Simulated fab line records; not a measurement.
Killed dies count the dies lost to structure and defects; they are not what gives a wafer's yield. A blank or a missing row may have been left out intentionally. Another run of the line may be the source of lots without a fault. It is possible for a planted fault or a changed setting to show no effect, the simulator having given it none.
Struck lot and sound lot, side by side    flow sky130    26 steps out of a route of 708
Sound: the wafers L752.4, L752.5, L752.6. Struck: wafer L740.5 (left out: L740.1, L740.6 of the same lot, which were not struck); the cause appears at the end.
At each step with rows: each side's tool, then ch and its chambers, then its first start. Under that, the readings that differ: sound wafers    struck wafers    difference of the means    sigmas: that difference in standard deviations of wafers without a fault.
alike: words and numbers the same on both sides, and readings whose means are apart by under 2 such deviations; not compared: readings that were withheld, readings missing a value for some wafer, numbers with overlapping values and no deviation given by the record, and bounds like >300 which may hide the same value.
The two part at a step that has a row with sigmas, a row that says differs or no value, or rows on one side only. Numbers that don't overlap but have no deviation are shown without sigmas and don't part them. Lack of a reading on every wafer of one side parts them only where that side has two or more wafers.

first, 6 steps without rows for these wafers: SKY_SD_N_IMPLANT_10; SKY_SD_N_STRIP_11 (strips in O2/N2); SKY_SD_N_CLEAN_13 (cleans in SC1/SC2, time 150 s); SKY_SD_N_RTA_14 (time 2 s); SKY_SALICIDE_CLEAN_00 (cleans in HF-last, time 30 s); SKY_LI_CONTACT_HDPCVD_00 (deposits PSG, target thk 930 nm, time 155 s).
SKY_LI_CONTACT_CMP_02: polishes PSG.
  sound on cmp-01 ch 0,1,2, day 35 08:46; struck on cmp-02 ch 0, day 31 14:28
reading                                        sound              struck  difference  sigmas
time-to-endpoint-s (s)                         35.0 33.5 36.8     43.4    +8.3        +4
model.PSG_of_LI_CONTACT_HDPCVD_00.thk-nm (nm)  597.2 597.3 598.7  716.7   +119.0      
  alike: motor-current-A, retaining-ring-pressure-frac
SKY_LI_CONTACT_BOW_MEAS_03:
  sound on film-metro-03 at day 35 08:58; struck on film-metro-01 at day 31 15:01
  not compared: hold, LI_CONTACT_BOW
then, 8 steps without rows for these wafers: SKY_LI_CONTACT_HMDS_05 (prime time 60 s); SKY_LI_CONTACT_COAT_06 (resist thk 60 nm); SKY_LI_CONTACT_COAT_07 (resist thk 450 nm); SKY_LI_CONTACT_SOFTBAKE_08 (time 90 s); SKY_LI_CONTACT_EXPOSE_09 (exposes mask LICM1, target cd 170 nm); SKY_LI_CONTACT_PEB_10; SKY_LI_CONTACT_DEVELOP_11 (develop time 60 s); SKY_LI_CONTACT_ETCH_14 (etches BARC in N2/H2, stops on SiO2, time 45.9 s, target depth 60 nm).
SKY_LI_CONTACT_ETCH_15: etches PSG in C4F8/O2/Ar, stops on Si, target depth 600 nm.
  sound on rie-diel-03 ch 0,1,3, day 36 11:08; struck on rie-diel-01 ch 0, day 32 18:17
reading                                 sound              struck  difference  sigmas
oes-product-au (a.u.)                   0.828 0.838 0.841  0.918   +0.082      +16
model.LI_CONTACT.feature-depth-nm (nm)  597.2 597.3 598.7  716.7   +119.0      
model.etch.depth-nm (nm)                597.2 597.3 598.7  716.7   +119.0      
then, 6 steps without rows for these wafers: SKY_LI_CONTACT_STRIP_16 (strips in O2/N2); SKY_LI_CONTACT_CLEAN_17 (cleans in NMP, time 600 s); SKY_LI_CONTACT_PRE_CLEAN_18 (time 5.6 s); SKY_LI_CONTACT_SPUTTER_19 (material Ti, target thk 20 nm, time 106.37 s); SKY_LI_CONTACT_SPUTTER_20 (material TiN, target thk 20 nm, time 80 s); SKY_LI_CONTACT_CVD_21 (deposits W, target thk 400 nm, time 120.56 s).
SKY_LI_CONTACT_CMP_24: polishes, stops on PSG, t overpolish 20 s, target thk 0 nm.
  sound on cmp-01 ch 0,2,3, day 36 12:04; struck on cmp-01 ch 1, day 32 19:12
reading                                        sound              struck  difference  sigmas
model.PSG_of_LI_CONTACT_HDPCVD_00.thk-nm (nm)  587.8 587.8 589.2  707.2   +118.9      
  alike: motor-current-A, retaining-ring-pressure-frac
then, 1 step without rows for these wafers: SKY_LOCAL_INTERCONNECT_SPUTTER_00 (material TiN, target thk 100 nm, time 83.3 s).
-- the record jumps here: 16 days lie between the struck wafers' starts before and after (it left off in module LOCAL_INTERCONNECT and takes up again in module PAD_OPEN, whose first step shown is number 708 of the route) --
SKY_PAD_OPEN_PROBE_99:
  sound on prober-02 at day 51 01:10; struck on prober-02 at day 48 08:40
reading                                  sound              struck  difference  sigmas
model.etest.licon-pdiff.rc-ohm           595.9 610.9 588.2  659.5   +61.2       
model.etest.nfet-g5v0d10v5.r-on-ohm-um   1826 1802 1816     1927    +112        
model.etest.nfet_01v8.r-on-ohm-um        796 792.5 793.2    850.3   +56.4       
model.etest.licon-ndiff.rc-ohm           182.8 186.5 189    218     +32         
model.etest.licon-high-po.rc-ohm         355.2 359.2 348.7  381.3   +26.9       
model.etest.sonos-uncharged.r-on-ohm-um  791.6 797 802.6    836.7   +39.6       
model.etest.cap-li-to-poly.c-af-um2      94.53 100.1 97.58  73.19   -24.21      
model.etest.licon-poly.rc-ohm            154.3 157.8 148.2  165.7   +12.3       
  alike: killed_at_M0_to_M3, killed_at_M4_up, killed-at-contacts, killed-at-front-end, killed-at-other, killed-dies, killed-open, killed-short

## WHERE THEY PART
Earliest at SKY_LI_CONTACT_CMP_02; latest, in this record, at SKY_LI_CONTACT_ETCH_15. Later steps at which nothing parts them and some readings are alike: SKY_LI_CONTACT_CMP_24, SKY_PAD_OPEN_PROBE_99.

WHY: whatever the simulator had introduced
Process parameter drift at SKY_LI_CONTACT_CMP_02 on cmp-02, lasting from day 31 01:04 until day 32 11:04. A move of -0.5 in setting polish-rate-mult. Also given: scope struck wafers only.
